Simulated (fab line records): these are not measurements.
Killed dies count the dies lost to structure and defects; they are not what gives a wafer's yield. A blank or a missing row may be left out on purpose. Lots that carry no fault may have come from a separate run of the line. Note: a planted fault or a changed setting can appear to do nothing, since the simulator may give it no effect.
Struck lot and sound lot, side by side	flow sky130	16 out of 708 route steps
Sound: the wafers L253.2, L253.3, L253.5. Struck: wafer L270.2 (left out: L270.1, L270.6 of the same lot, which were not struck); the cause appears at the end.
At each step with rows: each side's tool, then ch and its chambers, then its first start. Under that, the readings that differ: sound wafers	struck wafers	difference of the means	sigmas: that difference in standard deviations of wafers without a fault.
alike: words and numbers the same on both sides, and readings whose means are apart by under 2 such deviations; not compared: readings that were withheld, readings missing a value for some wafer, numbers with overlapping values and no deviation given by the record, and bounds like >300 which may hide the same value.
The two part at a step that has a row with sigmas, a row that says differs or no value, or rows on one side only. Numbers that don't overlap but have no deviation are shown without sigmas and don't part them. A reading missing from all wafers of one side parts the sides only when that side holds two or more wafers.

first, 1 step without rows for these wafers: SKY_FIELD_ISO_CVD_03 (deposits Si3N4 from DCS/NH3, target thk 165 nm, time 2830 s).
SKY_FIELD_ISO_THK_MEAS_04:
  sound: film_metro-02 at day 1 18:29; struck: film_metro-01 at day 5 08:17
  alike: FIELD_ISO_CVD_03_THK
then, 8 steps without rows for these wafers: SKY_FIELD_ISO_DEHYDRATE_05 (time 60 s); SKY_FIELD_ISO_HMDS_06 (prime time 60 s); SKY_FIELD_ISO_COAT_07 (resist thk 60 nm); SKY_FIELD_ISO_COAT_08 (resist thk 450 nm); SKY_FIELD_ISO_SOFTBAKE_09 (time 90 s); SKY_FIELD_ISO_EXPOSE_10 (exposes mask FOM, target cd 150 nm); SKY_FIELD_ISO_PEB_11; SKY_FIELD_ISO_DEVELOP_12 (develop time 60 s).
SKY_FIELD_ISO_CD_MEAS_13: the cd target is 150 nm.
  sound: cd_sem-02 at day 2 10:07; struck: cd_sem-02 at day 6 03:35
  alike: cd_nm
SKY_FIELD_ISO_ETCH_14: etches BARC in N2/H2, stops on SiO2, time 45.9 s, target depth 60 nm.
  sound on rie_diel-03 ch 1,3, day 2 10:13; struck on rie_diel-01 ch 0, day 6 03:42
reading	sound	struck	difference	sigmas
h2_flow_sccm (sccm)	200.9 200.5 200.5	199.3	-1.3	-2
  alike: drypump_motor_current_A, oes_product_au, throttle_valve_pct
  not compared: rf_hours_counter_h
SKY_FIELD_ISO_ETCH_15: etches the open film in CHF3/O2, stops on Si, target depth 180 nm, time 72 s.
  sound on rie_diel-03 ch 1,3, day 2 10:16; struck on rie_diel-01 ch 0, day 6 03:44
reading	sound	struck	difference	sigmas
oes_product_au (a.u.)	0.958 0.955 0.955	0.927	-0.029	-4
throttle_valve_pct (%)	8.844 8.845 8.855	8.808	-0.040	-4
model.KrF-thick_of_FIELD_ISO_COAT_08.thk_nm (nm)	236.9 235.5 235.8	251.4	+15.3	
model.etch.depth_nm (nm)	166.3 165.6 167.2	159.8	-6.6	
  alike: drypump_motor_current_A
  not compared: rf_hours_counter_h
SKY_FIELD_ISO_STRIP_16: strips in O2/N2.
  sound on plasma_asher-02 ch 0,1, day 2 10:19; struck on plasma_asher-04 ch 1, day 6 03:48
reading	sound	struck	difference	sigmas
strip_time_to_endpoint_s (s)	3.54 3.55 3.54	3.72	+0.18	+4
  alike: drypump_motor_current_A, oes_product_au
  not compared: rf_hours_counter_h
SKY_FIELD_ISO_ETCH_17: etches Si in HBr/Cl2/O2, target depth 342 nm, time 97.7 s.
  sound on rie_si-01 ch 0,3, day 2 10:25; struck on rie_si-01 ch 2, day 6 03:54
reading	sound	struck	difference	sigmas
drypump_motor_current_A (A)	5.6 5.7 5.7	6.7	+1.0	+2
  alike: he_backside_leak_sccm, oes_product_au, throttle_valve_pct
  not compared: rf_hours_counter_h
-- here the record skips 44 days between the struck wafers' starts before and after, leaving off in module FIELD_ISO and picking up in module PAD_OPEN (first step shown: number 708 of the route) --
SKY_PAD_OPEN_PROBE_99:
  sound: prober-01 at day 46 02:57; struck: prober-02 at day 50 00:55
  alike: killed_at_M0_to_M3, killed_at_M4_up, killed_at_contacts, killed_at_front_end, killed_at_other, killed_dies, killed_open, killed_short

## WHERE THEY PART
At SKY_FIELD_ISO_ETCH_14 first; at SKY_FIELD_ISO_ETCH_17 last (within this record only). Later steps at which nothing parts them and some readings are alike: SKY_PAD_OPEN_PROBE_99.

WHY: the cause the simulator had injected
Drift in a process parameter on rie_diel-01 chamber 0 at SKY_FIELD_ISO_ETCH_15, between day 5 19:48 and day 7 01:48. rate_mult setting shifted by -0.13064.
